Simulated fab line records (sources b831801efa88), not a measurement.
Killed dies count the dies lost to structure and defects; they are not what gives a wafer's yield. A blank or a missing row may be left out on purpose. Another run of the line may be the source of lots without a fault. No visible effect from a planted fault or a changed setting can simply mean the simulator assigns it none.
fab line records / flow sky130
record lots=11 wafers=33 lastDay=51
route steps=708 shown POLY_CUT@317 RES_XHIGH@341 SD_N@349 PASSIVATION@681
lots that met no fault: taken from a fault-free run of the same line
startH: start of the lot's first displayed wafer, in hours after the record's first day / waitH: how many hours have passed since the lot's step before this one / " unchanged from the row above / L1.1+2: one row covering several wafers at once / - no value, or no start was given / * or withheld: withheld / < > ~ a bound
route shown NAME@n: a module of which the file shows steps, and the number in the route of the first / usual: mean and standard deviation over wafers with no fault / same: alike in all rows / chamber/n: place in a boat / sites: readings site by site / _std_site: the standard deviation of these / _edge_site: mean of outer sites minus mean of inner sites / radiusMm: for every site, how far away it sits from the centre of the wafer / mask NAME#n: copy n / behind: tool/chamber where the wafer was last shaped / hold: what put the lot on hold/how long, in hours/how the hold closed / device: names the non-switching transistor (n, p or np) / end of line: the tests these same wafers got at the end of their route / a step without rows: its recipe alone / killed: at the first sort, the dies lost to defects and structure; wafer yield is something else / map: per-die view of a wafer (x killed, . not killed, _ where there is no die)
set.NAME: the run value of the setting; set.NAME@STEP: its run value at that earlier step / model.NAME: the simulator's own value behind a step, which no gauge read
a sample of lots followed through the steps of the route, with each step as a table and each wafer as a row
services: when a tool's chamber went out of use (startH, in hours from the record's first day, below 0 if earlier), for how many hours, and the reason
## steps
# step SKY_POLY_CUT_ETCH_10
# recipe chemistry=N2/H2 target=BARC ionEnergyEv=200 sourceW=500 biasW=100 pressureMtorr=30 n2FlowSccm=100 h2FlowSccm=200 stopOn=SiO2 timeS=45.9 targetDepthA=600
# usual drypumpMotorCurrentA=6.0/0.52 oesProductAu=0.855/0.0046 throttleValvePct=13.225/0.0093
lot.wafer=L913.1 tool=rieDiel-01 chamber=0 startH=579.01 waitH=0.0 drypumpMotorCurrentA=5.8 oesProductAu=0.853 rfHoursCounterH=1 throttleValvePct=13.225
lot.wafer=L913.3 tool=rieDiel-01 chamber=3 startH=579.01 waitH=0.0 drypumpMotorCurrentA=6.3 oesProductAu=0.860 rfHoursCounterH=1 throttleValvePct=13.219
lot.wafer=L913.6 tool=rieDiel-01 chamber=0 startH=579.01 waitH=0.0 drypumpMotorCurrentA=5.9 oesProductAu=0.850 rfHoursCounterH=- throttleValvePct=13.221
lot.wafer=L915.3 tool=rieDiel-01 chamber=2 startH=592.56 waitH=0.0 drypumpMotorCurrentA=6.2 oesProductAu=0.858 rfHoursCounterH=67 throttleValvePct=13.227
lot.wafer=L915.4 tool=rieDiel-01 chamber=3 startH=592.56 waitH=0.0 drypumpMotorCurrentA=6.3 oesProductAu=0.858 rfHoursCounterH=- throttleValvePct=13.214
lot.wafer=L915.5 tool=rieDiel-01 chamber=0 startH=592.56 waitH=0.0 drypumpMotorCurrentA=5.9 oesProductAu=0.847 rfHoursCounterH=- throttleValvePct=13.220
lot.wafer=L916.1 tool=rieDiel-01 chamber=3 startH=604.07 waitH=0.0 drypumpMotorCurrentA=6.3 oesProductAu=0.855 rfHoursCounterH=2 throttleValvePct=13.233
lot.wafer=L916.4 tool=rieDiel-01 chamber=2 startH=604.07 waitH=0.0 drypumpMotorCurrentA=6.2 oesProductAu=0.861 rfHoursCounterH=- throttleValvePct=13.235
lot.wafer=L916.6 tool=rieDiel-01 chamber=0 startH=604.07 waitH=0.0 drypumpMotorCurrentA=5.9 oesProductAu=0.850 rfHoursCounterH=- throttleValvePct=13.211
lot.wafer=L917.1 tool=rieDiel-03 chamber=2 startH=614.37 waitH=0.0 drypumpMotorCurrentA=5.6 oesProductAu=0.857 rfHoursCounterH=13 throttleValvePct=13.229
lot.wafer=L917.5 tool=rieDiel-03 chamber=2 startH=614.37 waitH=0.0 drypumpMotorCurrentA=5.6 oesProductAu=0.854 rfHoursCounterH=- throttleValvePct=13.219
lot.wafer=L917.6 tool=rieDiel-03 chamber=3 startH=614.37 waitH=0.0 drypumpMotorCurrentA=5.1 oesProductAu=0.857 rfHoursCounterH=- throttleValvePct=13.230
lot.wafer=L920.1 tool=rieDiel-03 chamber=0 startH=641.06 waitH=0.0 drypumpMotorCurrentA=6.0 oesProductAu=0.861 rfHoursCounterH=11 throttleValvePct=13.230
lot.wafer=L920.2 tool=rieDiel-03 chamber=1 startH=641.06 waitH=0.0 drypumpMotorCurrentA=5.5 oesProductAu=0.872 rfHoursCounterH=7 throttleValvePct=13.225
lot.wafer=L920.5 tool=rieDiel-03 chamber=1 startH=641.06 waitH=0.0 drypumpMotorCurrentA=5.5 oesProductAu=0.863 rfHoursCounterH=- throttleValvePct=13.216
lot.wafer=L923.2 tool=rieDiel-01 chamber=3 startH=675.11 waitH=0.0 drypumpMotorCurrentA=6.3 oesProductAu=0.854 rfHoursCounterH=4 throttleValvePct=13.220
lot.wafer=L923.3 tool=rieDiel-01 chamber=2 startH=675.11 waitH=0.0 drypumpMotorCurrentA=6.2 oesProductAu=0.850 rfHoursCounterH=69 throttleValvePct=13.210
lot.wafer=L923.4 tool=rieDiel-01 chamber=3 startH=675.11 waitH=0.0 drypumpMotorCurrentA=6.3 oesProductAu=0.853 rfHoursCounterH=- throttleValvePct=13.239
lot.wafer=L926.3 tool=rieDiel-03 chamber=0 startH=699.57 waitH=0.0 drypumpMotorCurrentA=6.0 oesProductAu=0.855 rfHoursCounterH=12 throttleValvePct=13.233
lot.wafer=L926.5 tool=rieDiel-03 chamber=3 startH=699.57 waitH=0.0 drypumpMotorCurrentA=5.2 oesProductAu=0.851 rfHoursCounterH=- throttleValvePct=13.213
lot.wafer=L926.6 tool=rieDiel-03 chamber=2 startH=699.57 waitH=0.0 drypumpMotorCurrentA=5.6 oesProductAu=0.853 rfHoursCounterH=- throttleValvePct=13.215
lot.wafer=L927.2 tool=rieDiel-04 chamber=3 startH=714.36 waitH=0.0 drypumpMotorCurrentA=5.0 oesProductAu=0.849 rfHoursCounterH=32 throttleValvePct=13.217
lot.wafer=L927.3 tool=rieDiel-04 chamber=1 startH=714.36 waitH=0.0 drypumpMotorCurrentA=6.5 oesProductAu=0.853 rfHoursCounterH=1 throttleValvePct=13.221
lot.wafer=L927.4 tool=rieDiel-04 chamber=2 startH=714.36 waitH=0.0 drypumpMotorCurrentA=6.5 oesProductAu=0.852 rfHoursCounterH=8 throttleValvePct=13.245
lot.wafer=L930.2 tool=rieDiel-04 chamber=3 startH=738.59 waitH=0.0 drypumpMotorCurrentA=4.9 oesProductAu=0.851 rfHoursCounterH=33 throttleValvePct=13.239
lot.wafer=L930.3 tool=rieDiel-04 chamber=1 startH=738.59 waitH=0.0 drypumpMotorCurrentA=6.5 oesProductAu=0.850 rfHoursCounterH=1 throttleValvePct=13.225
lot.wafer=L930.4 tool=rieDiel-04 chamber=3 startH=738.59 waitH=0.0 drypumpMotorCurrentA=5.0 oesProductAu=0.852 rfHoursCounterH=- throttleValvePct=13.212
lot.wafer=L932.1 tool=rieDiel-03 chamber=0 startH=749.54 waitH=0.0 drypumpMotorCurrentA=6.0 oesProductAu=0.849 rfHoursCounterH=13 throttleValvePct=13.207
lot.wafer=L932.2 tool=rieDiel-03 chamber=2 startH=749.54 waitH=0.0 drypumpMotorCurrentA=5.6 oesProductAu=0.853 rfHoursCounterH=15 throttleValvePct=13.228
lot.wafer=L932.6 tool=rieDiel-03 chamber=0 startH=749.54 waitH=0.0 drypumpMotorCurrentA=6.0 oesProductAu=0.853 rfHoursCounterH=- throttleValvePct=13.226
lot.wafer=L935.1 tool=rieDiel-01 chamber=2 startH=762.32 waitH=0.0 drypumpMotorCurrentA=6.2 oesProductAu=0.856 rfHoursCounterH=2 throttleValvePct=13.240
lot.wafer=L935.2 tool=rieDiel-01 chamber=0 startH=762.32 waitH=0.0 drypumpMotorCurrentA=5.9 oesProductAu=0.857 rfHoursCounterH=7 throttleValvePct=13.225
lot.wafer=L935.5 tool=rieDiel-01 chamber=0 startH=762.32 waitH=0.0 drypumpMotorCurrentA=5.8 oesProductAu=0.861 rfHoursCounterH=- throttleValvePct=13.212
# step SKY_RES_XHIGH_TW_MEAS_09
# usual RES_XHIGH_TW=1638/9.7
lot.wafer=L913.1 tool=filmMetro-02 chamber=- startH=642.01 waitH=0.1 RES_XHIGH_TW=1635
lot.wafer=L913.3 tool=filmMetro-02 chamber=- startH=642.01 waitH=0.1 RES_XHIGH_TW=1644
lot.wafer=L913.6 tool=filmMetro-02 chamber=- startH=642.01 waitH=0.1 RES_XHIGH_TW=1650
lot.wafer=L915.3 tool=filmMetro-02 chamber=- startH=654.83 waitH=0.1 RES_XHIGH_TW=1648
lot.wafer=L915.4 tool=filmMetro-02 chamber=- startH=654.83 waitH=0.1 RES_XHIGH_TW=1649
lot.wafer=L915.5 tool=filmMetro-02 chamber=- startH=654.83 waitH=0.1 RES_XHIGH_TW=1658
lot.wafer=L916.1 tool=filmMetro-01 chamber=- startH=666.91 waitH=0.1 RES_XHIGH_TW=1654
lot.wafer=L916.4 tool=filmMetro-01 chamber=- startH=666.91 waitH=0.1 RES_XHIGH_TW=1643
lot.wafer=L916.6 tool=filmMetro-01 chamber=- startH=666.91 waitH=0.1 RES_XHIGH_TW=1648
lot.wafer=L917.1 tool=filmMetro-01 chamber=- startH=676.21 waitH=0.1 RES_XHIGH_TW=1637
lot.wafer=L917.5 tool=filmMetro-01 chamber=- startH=676.21 waitH=0.1 RES_XHIGH_TW=1643
lot.wafer=L917.6 tool=filmMetro-01 chamber=- startH=676.21 waitH=0.1 RES_XHIGH_TW=1648
lot.wafer=L920.1 tool=filmMetro-02 chamber=- startH=701.24 waitH=0.1 RES_XHIGH_TW=1645
lot.wafer=L920.2 tool=filmMetro-02 chamber=- startH=701.24 waitH=0.1 RES_XHIGH_TW=1651
lot.wafer=L920.5 tool=filmMetro-02 chamber=- startH=701.24 waitH=0.1 RES_XHIGH_TW=1643
lot.wafer=L923.2 tool=filmMetro-03 chamber=- startH=735.66 waitH=0.1 RES_XHIGH_TW=1637
lot.wafer=L923.3 tool=filmMetro-03 chamber=- startH=735.66 waitH=0.1 RES_XHIGH_TW=1629
lot.wafer=L923.4 tool=filmMetro-03 chamber=- startH=735.66 waitH=0.1 RES_XHIGH_TW=1635
lot.wafer=L926.3 tool=filmMetro-03 chamber=- startH=762.11 waitH=0.1 RES_XHIGH_TW=1630
lot.wafer=L926.5 tool=filmMetro-03 chamber=- startH=762.11 waitH=0.1 RES_XHIGH_TW=1636
lot.wafer=L926.6 tool=filmMetro-03 chamber=- startH=762.11 waitH=0.1 RES_XHIGH_TW=1634
lot.wafer=L927.2 tool=filmMetro-01 chamber=- startH=777.15 waitH=0.1 RES_XHIGH_TW=1635
lot.wafer=L927.3 tool=filmMetro-01 chamber=- startH=777.15 waitH=0.1 RES_XHIGH_TW=1640
lot.wafer=L927.4 tool=filmMetro-01 chamber=- startH=777.15 waitH=0.1 RES_XHIGH_TW=1641
lot.wafer=L930.2 tool=filmMetro-01 chamber=- startH=798.20 waitH=0.1 RES_XHIGH_TW=1628
lot.wafer=L930.3 tool=filmMetro-01 chamber=- startH=798.20 waitH=0.1 RES_XHIGH_TW=1625
lot.wafer=L930.4 tool=filmMetro-01 chamber=- startH=798.20 waitH=0.1 RES_XHIGH_TW=1621
lot.wafer=L932.1 tool=filmMetro-02 chamber=- startH=807.96 waitH=0.1 RES_XHIGH_TW=1644
lot.wafer=L932.2 tool=filmMetro-02 chamber=- startH=807.96 waitH=0.1 RES_XHIGH_TW=1656
lot.wafer=L932.6 tool=filmMetro-02 chamber=- startH=807.96 waitH=0.1 RES_XHIGH_TW=1651
lot.wafer=L935.1 tool=filmMetro-03 chamber=- startH=818.19 waitH=0.1 RES_XHIGH_TW=1635
lot.wafer=L935.2 tool=filmMetro-03 chamber=- startH=818.19 waitH=0.1 RES_XHIGH_TW=1650
lot.wafer=L935.5 tool=filmMetro-03 chamber=- startH=818.19 waitH=0.1 RES_XHIGH_TW=1627
# step SKY_SD_N_CD_MEAS_07
# recipe targetCdNm=380
# usual cdNm=379.9/2.3
lot.wafer=L913.1 tool=cdSem-02 chamber=- startH=673.10 waitH=0.1 cdNm=379.5
lot.wafer=L913.3 tool=cdSem-02 chamber=- startH=673.10 waitH=0.1 cdNm=383.5
lot.wafer=L913.6 tool=cdSem-02 chamber=- startH=673.10 waitH=0.1 cdNm=382.5
lot.wafer=L915.3 tool=cdSem-02 chamber=- startH=684.59 waitH=0.1 cdNm=378.3
lot.wafer=L915.4 tool=cdSem-02 chamber=- startH=684.59 waitH=0.1 cdNm=378.6
lot.wafer=L915.5 tool=cdSem-02 chamber=- startH=684.59 waitH=0.1 cdNm=376.3
lot.wafer=L916.1 tool=cdSem-02 chamber=- startH=696.35 waitH=0.1 cdNm=381.2
lot.wafer=L916.4 tool=cdSem-02 chamber=- startH=696.35 waitH=0.1 cdNm=380.7
lot.wafer=L916.6 tool=cdSem-02 chamber=- startH=696.35 waitH=0.1 cdNm=382.6
lot.wafer=L917.1 tool=cdSem-01 chamber=- startH=707.05 waitH=0.2 cdNm=383.2
lot.wafer=L917.5 tool=cdSem-01 chamber=- startH=707.05 waitH=0.2 cdNm=379.3
lot.wafer=L917.6 tool=cdSem-01 chamber=- startH=707.05 waitH=0.2 cdNm=381.9
lot.wafer=L920.1 tool=cdSem-01 chamber=- startH=732.13 waitH=0.1 cdNm=375.9
lot.wafer=L920.2 tool=cdSem-01 chamber=- startH=732.13 waitH=0.1 cdNm=377.7
lot.wafer=L920.5 tool=cdSem-01 chamber=- startH=732.13 waitH=0.1 cdNm=374.4
lot.wafer=L923.2 tool=cdSem-01 chamber=- startH=766.87 waitH=0.1 cdNm=379.7
lot.wafer=L923.3 tool=cdSem-01 chamber=- startH=766.87 waitH=0.1 cdNm=376.5
lot.wafer=L923.4 tool=cdSem-01 chamber=- startH=766.87 waitH=0.1 cdNm=377.9
lot.wafer=L926.3 tool=cdSem-01 chamber=- startH=791.67 waitH=0.1 cdNm=380.1
lot.wafer=L926.5 tool=cdSem-01 chamber=- startH=791.67 waitH=0.1 cdNm=379.6
lot.wafer=L926.6 tool=cdSem-01 chamber=- startH=791.67 waitH=0.1 cdNm=378.3
lot.wafer=L927.2 tool=cdSem-02 chamber=- startH=804.95 waitH=0.1 cdNm=380.6
lot.wafer=L927.3 tool=cdSem-02 chamber=- startH=804.95 waitH=0.1 cdNm=383.5
lot.wafer=L927.4 tool=cdSem-02 chamber=- startH=804.95 waitH=0.1 cdNm=382.6
lot.wafer=L930.2 tool=cdSem-01 chamber=- startH=824.40 waitH=0.1 cdNm=381.4
lot.wafer=L930.3 tool=cdSem-01 chamber=- startH=824.40 waitH=0.1 cdNm=379.3
lot.wafer=L930.4 tool=cdSem-01 chamber=- startH=824.40 waitH=0.1 cdNm=377.5
lot.wafer=L932.1 tool=cdSem-01 chamber=- startH=834.30 waitH=0.1 cdNm=379.9
lot.wafer=L932.2 tool=cdSem-01 chamber=- startH=834.30 waitH=0.1 cdNm=380.1
lot.wafer=L932.6 tool=cdSem-01 chamber=- startH=834.30 waitH=0.1 cdNm=377.3
lot.wafer=L935.1 tool=cdSem-01 chamber=- startH=843.68 waitH=0.1 cdNm=381.7
lot.wafer=L935.2 tool=cdSem-01 chamber=- startH=843.68 waitH=0.1 cdNm=380.6
lot.wafer=L935.5 tool=cdSem-01 chamber=- startH=843.68 waitH=0.1 cdNm=382.1
# step SKY_PASSIVATION_CVD_00
# recipe material=SiO2 targetThkNm=90 tempC=400 timeS=withheld rfW=600
# usual heaterPowerW=640/81 rfFwdPowerW=590/3.3 susceptorTempC=399.96/0.24
lot.wafer=L913.1 tool=pecvd-04 chamber=2 startH=1066.37 waitH=0.0 heaterPowerW=554 rfFwdPowerW=592 susceptorTempC=400.20
lot.wafer=L913.3 tool=pecvd-04 chamber=1 startH=1066.37 waitH=0.0 heaterPowerW=688 rfFwdPowerW=586 susceptorTempC=399.78
lot.wafer=L913.6 tool=pecvd-04 chamber=0 startH=1066.37 waitH=0.0 heaterPowerW=632 rfFwdPowerW=591 susceptorTempC=399.93
lot.wafer=L915.3 tool=pecvd-04 chamber=1 startH=1073.79 waitH=0.0 heaterPowerW=664 rfFwdPowerW=587 susceptorTempC=399.87
lot.wafer=L915.4 tool=pecvd-04 chamber=2 startH=1073.79 waitH=0.0 heaterPowerW=507 rfFwdPowerW=592 susceptorTempC=399.77
lot.wafer=L915.5 tool=pecvd-04 chamber=1 startH=1073.79 waitH=0.0 heaterPowerW=673 rfFwdPowerW=586 susceptorTempC=399.99
lot.wafer=L916.1 tool=pecvd-04 chamber=1 startH=1081.58 waitH=0.0 heaterPowerW=691 rfFwdPowerW=589 susceptorTempC=400.21
lot.wafer=L916.4 tool=pecvd-04 chamber=2 startH=1081.58 waitH=0.0 heaterPowerW=587 rfFwdPowerW=594 susceptorTempC=400.01
lot.wafer=L916.6 tool=pecvd-04 chamber=1 startH=1081.58 waitH=0.0 heaterPowerW=548 rfFwdPowerW=586 susceptorTempC=399.80
lot.wafer=L917.1 tool=pecvd-01 chamber=2 startH=1089.79 waitH=0.0 heaterPowerW=744 rfFwdPowerW=586 susceptorTempC=399.94
lot.wafer=L917.5 tool=pecvd-01 chamber=1 startH=1089.79 waitH=0.0 heaterPowerW=733 rfFwdPowerW=584 susceptorTempC=399.93
lot.wafer=L917.6 tool=pecvd-01 chamber=0 startH=1089.79 waitH=0.0 heaterPowerW=403 rfFwdPowerW=590 susceptorTempC=399.69
lot.wafer=L920.1 tool=pecvd-04 chamber=2 startH=1109.57 waitH=0.0 heaterPowerW=625 rfFwdPowerW=592 susceptorTempC=399.84
lot.wafer=L920.2 tool=pecvd-04 chamber=0 startH=1109.57 waitH=0.0 heaterPowerW=699 rfFwdPowerW=592 susceptorTempC=399.56
lot.wafer=L920.5 tool=pecvd-04 chamber=0 startH=1109.57 waitH=0.0 heaterPowerW=705 rfFwdPowerW=594 susceptorTempC=399.82
lot.wafer=L923.2 tool=pecvd-01 chamber=0 startH=1132.99 waitH=0.0 heaterPowerW=490 rfFwdPowerW=591 susceptorTempC=399.82
lot.wafer=L923.3 tool=pecvd-01 chamber=2 startH=1132.99 waitH=0.0 heaterPowerW=736 rfFwdPowerW=589 susceptorTempC=399.82
lot.wafer=L923.4 tool=pecvd-01 chamber=2 startH=1132.99 waitH=0.0 heaterPowerW=742 rfFwdPowerW=588 susceptorTempC=399.93
lot.wafer=L926.3 tool=pecvd-03 chamber=2 startH=1149.87 waitH=0.0 heaterPowerW=671 rfFwdPowerW=589 susceptorTempC=400.05
lot.wafer=L926.5 tool=pecvd-03 chamber=2 startH=1149.87 waitH=0.0 heaterPowerW=695 rfFwdPowerW=588 susceptorTempC=400.17
lot.wafer=L926.6 tool=pecvd-03 chamber=1 startH=1149.87 waitH=0.0 heaterPowerW=585 rfFwdPowerW=588 susceptorTempC=400.23
lot.wafer=L927.2 tool=pecvd-04 chamber=1 startH=1160.74 waitH=0.0 heaterPowerW=626 rfFwdPowerW=588 susceptorTempC=399.87
lot.wafer=L927.3 tool=pecvd-04 chamber=1 startH=1160.74 waitH=0.0 heaterPowerW=646 rfFwdPowerW=588 susceptorTempC=400.09
lot.wafer=L927.4 tool=pecvd-04 chamber=0 startH=1160.74 waitH=0.0 heaterPowerW=698 rfFwdPowerW=594 susceptorTempC=400.00
lot.wafer=L930.2 tool=pecvd-03 chamber=1 startH=1175.66 waitH=0.0 heaterPowerW=697 rfFwdPowerW=492 susceptorTempC=400.26
lot.wafer=L930.3 tool=pecvd-03 chamber=2 startH=1175.66 waitH=0.0 heaterPowerW=707 rfFwdPowerW=494 susceptorTempC=399.65
lot.wafer=L930.4 tool=pecvd-03 chamber=1 startH=1175.66 waitH=0.0 heaterPowerW=673 rfFwdPowerW=497 susceptorTempC=400.22
lot.wafer=L932.1 tool=pecvd-03 chamber=1 startH=1181.12 waitH=0.0 heaterPowerW=714 rfFwdPowerW=493 susceptorTempC=399.63
lot.wafer=L932.2 tool=pecvd-03 chamber=2 startH=1181.12 waitH=0.0 heaterPowerW=720 rfFwdPowerW=491 susceptorTempC=400.04
lot.wafer=L932.6 tool=pecvd-03 chamber=1 startH=1181.12 waitH=0.0 heaterPowerW=719 rfFwdPowerW=491 susceptorTempC=400.38
lot.wafer=L935.1 tool=pecvd-01 chamber=2 startH=1186.09 waitH=0.0 heaterPowerW=660 rfFwdPowerW=590 susceptorTempC=400.17
lot.wafer=L935.2 tool=pecvd-01 chamber=1 startH=1186.09 waitH=0.0 heaterPowerW=752 rfFwdPowerW=586 susceptorTempC=399.80
lot.wafer=L935.5 tool=pecvd-01 chamber=2 startH=1186.09 waitH=0.0 heaterPowerW=681 rfFwdPowerW=589 susceptorTempC=399.97
# step SKY_PASSIVATION_THK_MEAS_01
# recipe reads=SiO2_of_PASSIVATION_CVD_00
# usual PASSIVATION_CVD_00_THK=90.0/1.3
lot.wafer=L913.1 tool=filmMetro-01 chamber=- startH=1066.39 waitH=- PASSIVATION_CVD_00_THK[nm]=89.9
lot.wafer=L913.3 tool=filmMetro-01 chamber=- startH=1066.39 waitH=- PASSIVATION_CVD_00_THK[nm]=90.3
lot.wafer=L913.6 tool=filmMetro-01 chamber=- startH=1066.39 waitH=- PASSIVATION_CVD_00_THK[nm]=90.3
lot.wafer=L915.3 tool=filmMetro-02 chamber=- startH=1073.84 waitH=- PASSIVATION_CVD_00_THK[nm]=89.2
lot.wafer=L915.4 tool=filmMetro-02 chamber=- startH=1073.84 waitH=- PASSIVATION_CVD_00_THK[nm]=90.7
lot.wafer=L915.5 tool=filmMetro-02 chamber=- startH=1073.84 waitH=- PASSIVATION_CVD_00_THK[nm]=89.6
lot.wafer=L916.1 tool=filmMetro-03 chamber=- startH=1081.60 waitH=- PASSIVATION_CVD_00_THK[nm]=89.6
lot.wafer=L916.4 tool=filmMetro-03 chamber=- startH=1081.60 waitH=- PASSIVATION_CVD_00_THK[nm]=91.3
lot.wafer=L916.6 tool=filmMetro-03 chamber=- startH=1081.60 waitH=- PASSIVATION_CVD_00_THK[nm]=91.1
lot.wafer=L917.1 tool=filmMetro-02 chamber=- startH=1089.82 waitH=- PASSIVATION_CVD_00_THK[nm]=88.3
lot.wafer=L917.5 tool=filmMetro-02 chamber=- startH=1089.82 waitH=- PASSIVATION_CVD_00_THK[nm]=89.8
lot.wafer=L917.6 tool=filmMetro-02 chamber=- startH=1089.82 waitH=- PASSIVATION_CVD_00_THK[nm]=90.2
lot.wafer=L920.1 tool=filmMetro-03 chamber=- startH=1109.59 waitH=- PASSIVATION_CVD_00_THK[nm]=89.9
lot.wafer=L920.2 tool=filmMetro-03 chamber=- startH=1109.59 waitH=- PASSIVATION_CVD_00_THK[nm]=89.6
lot.wafer=L920.5 tool=filmMetro-03 chamber=- startH=1109.59 waitH=- PASSIVATION_CVD_00_THK[nm]=89.8
lot.wafer=L923.2 tool=filmMetro-02 chamber=- startH=1133.02 waitH=- PASSIVATION_CVD_00_THK[nm]=89.1
lot.wafer=L923.3 tool=filmMetro-02 chamber=- startH=1133.02 waitH=- PASSIVATION_CVD_00_THK[nm]=87.2
lot.wafer=L923.4 tool=filmMetro-02 chamber=- startH=1133.02 waitH=- PASSIVATION_CVD_00_THK[nm]=88.7
lot.wafer=L926.3 tool=filmMetro-03 chamber=- startH=1149.91 waitH=- PASSIVATION_CVD_00_THK[nm]=91.7
lot.wafer=L926.5 tool=filmMetro-03 chamber=- startH=1149.91 waitH=- PASSIVATION_CVD_00_THK[nm]=90.3
lot.wafer=L926.6 tool=filmMetro-03 chamber=- startH=1149.91 waitH=- PASSIVATION_CVD_00_THK[nm]=89.5
lot.wafer=L927.2 tool=filmMetro-01 chamber=- startH=1160.78 waitH=- PASSIVATION_CVD_00_THK[nm]=89.4
lot.wafer=L927.3 tool=filmMetro-01 chamber=- startH=1160.78 waitH=- PASSIVATION_CVD_00_THK[nm]=89.7
lot.wafer=L927.4 tool=filmMetro-01 chamber=- startH=1160.78 waitH=- PASSIVATION_CVD_00_THK[nm]=89.8
lot.wafer=L930.2 tool=filmMetro-03 chamber=- startH=1175.69 waitH=- PASSIVATION_CVD_00_THK[nm]=85.7
lot.wafer=L930.3 tool=filmMetro-03 chamber=- startH=1175.69 waitH=- PASSIVATION_CVD_00_THK[nm]=86.4
lot.wafer=L930.4 tool=filmMetro-03 chamber=- startH=1175.69 waitH=- PASSIVATION_CVD_00_THK[nm]=85.8
lot.wafer=L932.1 tool=filmMetro-03 chamber=- startH=1181.14 waitH=- PASSIVATION_CVD_00_THK[nm]=85.8
lot.wafer=L932.2 tool=filmMetro-03 chamber=- startH=1181.14 waitH=- PASSIVATION_CVD_00_THK[nm]=86.5
lot.wafer=L932.6 tool=filmMetro-03 chamber=- startH=1181.14 waitH=- PASSIVATION_CVD_00_THK[nm]=86.4
lot.wafer=L935.1 tool=filmMetro-03 chamber=- startH=1186.13 waitH=- PASSIVATION_CVD_00_THK[nm]=87.4
lot.wafer=L935.2 tool=filmMetro-03 chamber=- startH=1186.13 waitH=- PASSIVATION_CVD_00_THK[nm]=89.5
lot.wafer=L935.5 tool=filmMetro-03 chamber=- startH=1186.13 waitH=- PASSIVATION_CVD_00_THK[nm]=89.2
## services
tool=rieDiel-01 chamber=0 startH=562.49 hours=1.9 kind=repair
tool=rieDiel-03 chamber=3 startH=579.02 hours=6.8 kind=repair
tool=pecvd-04 chamber=2 startH=630.16 hours=4.0 kind=repair
tool=rieDiel-01 chamber=2 startH=679.42 hours=4.8 kind=repair
tool=rieDiel-03 chamber=0 startH=725.29 hours=1.2 kind=repair
tool=pecvd-04 chamber=2 startH=744.90 hours=4.2 kind=repair
tool=rieDiel-03 chamber=- startH=796.17 hours=4.5 kind=repair
tool=pecvd-04 chamber=- startH=826.34 hours=1.0 kind=repair
tool=rieDiel-01 chamber=2 startH=847.22 hours=11.1 kind=repair
tool=rieDiel-03 chamber=2 startH=862.19 hours=1.9 kind=repair
tool=pecvd-04 chamber=0 startH=863.00 hours=5.0 kind=repair
tool=rieDiel-01 chamber=- startH=890.82 hours=0.4 kind=repair
tool=pecvd-04 chamber=1 startH=902.40 hours=13.9 kind=repair
tool=rieDiel-01 chamber=1 startH=926.73 hours=12.8 kind=repair
tool=pecvd-04 chamber=1 startH=970.64 hours=4.3 kind=repair
tool=rieDiel-03 chamber=0 startH=1044.90 hours=5.0 kind=repair
tool=pecvd-04 chamber=- startH=1054.63 hours=2.8 kind=pm
tool=rieDiel-01 chamber=- startH=1055.57 hours=2.8 kind=pm
tool=rieDiel-01 chamber=3 startH=1061.10 hours=19.4 kind=repair
tool=pecvd-04 chamber=2 startH=1146.20 hours=7.8 kind=repair
tool=rieDiel-01 chamber=3 startH=1148.06 hours=2.3 kind=repair
tool=rieDiel-01 chamber=- startH=1161.82 hours=14.6 kind=pm
tool=rieDiel-01 chamber=- startH=1179.55 hours=0.2 kind=repair
tool=rieDiel-01 chamber=2 startH=1185.48 hours=2.8 kind=repair
## key
firstSign step=SKY_PASSIVATION_CVD_00 reading=rfFwdPowerW direction=down sigmas=29 usual=590 struck=493
effect step=SKY_PASSIVATION_THK_MEAS_01 reading=PASSIVATION_CVD_00_THK direction=down sigmas=3.1 usual=90.0 struck=86.1
metAt SKY_PASSIVATION_CVD_00
struckLots L930,L932
notActingAt SKY_POLY_CUT_ETCH_10,SKY_RES_XHIGH_TW_MEAS_09,SKY_SD_N_CD_MEAS_07
onsetBetween 1149.87 1175.66
fault kind=processParameterDrift tool=pecvd-03 chamber=- onsetH=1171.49 steps=SKY_PASSIVATION_CVD_00 channel=rfW offset=-96 shape=step endH=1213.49 actsIn=theseRecipesOnly stated=600
